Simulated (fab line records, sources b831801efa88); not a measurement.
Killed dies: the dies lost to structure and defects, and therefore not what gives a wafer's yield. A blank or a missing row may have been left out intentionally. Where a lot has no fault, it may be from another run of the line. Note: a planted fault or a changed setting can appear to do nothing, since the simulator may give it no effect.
One fault seen from 2 desks / flow gf180mcu / what lay behind the numbers comes last; until then each desk has only its own

## AT THE METROLOGY DESK
Lot by lot, what the gauges showed, no matter which tool ran the lot: averages of those sampled wafers that carry a number. If a lot's mean is further than 4 standard deviations from the usual mean, the lot is out of limits and carries the mark OUT (the distance appears in the brackets).
Columns: A = PASSIVATION_CVD_02_THK at GF_PASSIVATION_THK_MEAS_03, usual 698 nm
lot=L963; first seen here=day 28 04:40; A=708
lot=L964; first seen here=day 28 13:24; A=707
lot=L966; first seen here=day 29 06:52; A=684
lot=L968; first seen here=day 29 20:32; A=698
lot=L969; first seen here=day 29 22:04; A=690
lot=L971; first seen here=day 30 12:05; A=699
lot=L972; first seen here=day 30 15:31; A=700
lot=L973; first seen here=day 31 06:58; A=700
lot=L975; first seen here=day 31 17:13; A=704
lot=L979; first seen here=day 32 18:25; A=703
lot=L980; first seen here=day 32 21:49; A=693
lot=L985; first seen here=day 34 03:18; A=698
Result from this desk: across the 12 lots, nothing is out of limits.

## TOOL OWNER'S DESK, cmp-02
The tool's own readings at GF_V4_CMP_26 (polishes, stops on SiO2, t overpolish 15 s, target thk 0 nm): means of the sampled wafers that have a number, for each lot that ran on this tool. If a lot's mean is further than 4 standard deviations from the usual mean, the lot is out of limits and carries the mark OUT (the distance appears in the brackets).
Columns: A = motorCurrentA at GF_V4_CMP_26, usual 11.0 A; B = overpolishRunS at GF_V4_CMP_26, usual 14.999 s; C = timeToEndpointS at GF_V4_CMP_26, usual 83 s
lot=L964; first seen here=day 24 22:13; A=12.6; B=15.008; C=79
lot=L966; first seen here=day 25 16:28; A=11.9; B=15.004; C=78
lot=L968; first seen here=day 26 08:43; A=12.6; B=15.005; C=80
lot=L969; first seen here=day 26 10:37; A=10.9; B=14.993; C=80
lot=L971; first seen here=day 27 00:42; A=12.9; B=15.009; C=84
lot=L975; first seen here=day 28 10:30; A=11.1; B=14.996; C=82
lot=L979; first seen here=day 29 14:07; A=12.2; B=15.006; C=84
lot=L980; first seen here=day 29 18:36; A=12.8; B=15.002; C=85
Result from this desk: across the 8 lots, nothing is out of limits.

## BROUGHT TOGETHER
At the metrology desk, nothing out of limits was observed.
The desk of the tool owner found nothing out of limits.

## WHAT THE SIMULATOR HAD INSERTED
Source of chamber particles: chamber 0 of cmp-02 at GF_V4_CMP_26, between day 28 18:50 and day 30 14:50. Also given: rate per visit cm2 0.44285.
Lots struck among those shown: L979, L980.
